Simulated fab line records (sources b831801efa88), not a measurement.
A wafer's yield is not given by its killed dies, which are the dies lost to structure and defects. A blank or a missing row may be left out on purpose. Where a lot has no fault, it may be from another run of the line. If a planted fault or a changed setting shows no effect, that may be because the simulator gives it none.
Problem report in the 8D (eight disciplines) form, filled by code | flow gf180mcu | the parts of the form that need people (team, actions taken, sign-off) are left out

## 1. PROBLEM STATEMENT
overpolish run s at GF_V3_CMP_26 reads a mean of 0.040 s on 3 wafers of 2 lots; wafers without a fault read 15.001 s with a standard deviation of 0.0089. So: -99 or more standard deviations from the usual mean.
The step: polishes, stops on SiO2, t overpolish 15 s, target thk 0 nm.
First seen on wafer L240.5, day 24 15:40, on cmp-01. Wafers with a number at this step in the record: 42, from 14 lots. Rule for "out" (also "out of limits"): further than 4 standard deviations from the usual mean. Any other wafer with a number is counted as sound.

## 2. WHAT IT IS, AND WHAT IT ISN'T
question                    | is                                   | is not
which readings at this step | overpolish run s, time to endpoint s | motor current A, platen rpm
which lots                  | L240, L241                           | L234, L235, L237, L238, L239, L249, L250, L251, L253, L255, L256, L257
which wafers of those lots  | L240.5, L241.3, L241.6               | L240.2, L240.4, L241.2
read on which tools         | cmp-01                               | cmp-02
when                        | from day 24 15:40                    | up to then (17 sound wafers); but 22 sound wafers of L241, L249, L250, L251, L253, L255, L256, L257 came after

## 3. SUSPECTS, AND WHAT RULES EACH OUT
Counting: any tool at a process step up to the reading remains a suspect provided it ran every lot that is out. Sound lots after the first of them don't rule it out here, since some wafers of a struck lot are sound.
- cmp-01 at GF_V3_CMP_26 (polishes, stops on SiO2, t overpolish 15 s, target thk 0 nm): kept. Ran every lot that is out, first one L240 (day 24 15:40); last sound lot up to then L238 (day 24 12:58). Its own readings are out on those wafers: overpolish run s, time to endpoint s.
Left after counting: cmp-01 at GF_V3_CMP_26.

## 4. THE CAUSE (what the simulator had put in)
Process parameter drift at GF_V3_CMP_26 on cmp-01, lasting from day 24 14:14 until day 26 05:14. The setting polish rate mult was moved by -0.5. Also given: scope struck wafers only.
Only this tool survived the counting.

## 5. THE EFFECT CHAIN, in route order
Each row: a reading where the mean over the struck wafers with a number is more than 3 standard deviations away from the usual. Readings are gone through only where the record gives a usual standard deviation; hours: the median, over the lots, of the time from a lot's start at the first step in this table giving one to that lot's start at this step; sigmas: the change measured in usual standard deviations.
hours | step         | reading            | usual    | on struck wafers | change  | sigmas
0     | GF_V3_CMP_26 | overpolish run s   | 15.001 s | 0.040            | -14.961 | -99 or more
0     | GF_V3_CMP_26 | time to endpoint s | 84 s     | 128              | +44     | +9.6
Process steps it contains:
- GF_V3_CMP_26: polishes, stops on SiO2, t overpolish 15 s, target thk 0 nm.

## 6. WHAT WOULD HAVE CAUGHT IT SOONER
In this record the first reading out of limits was taken at day 24 15:40, 1 hour after the fault began at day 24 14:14.
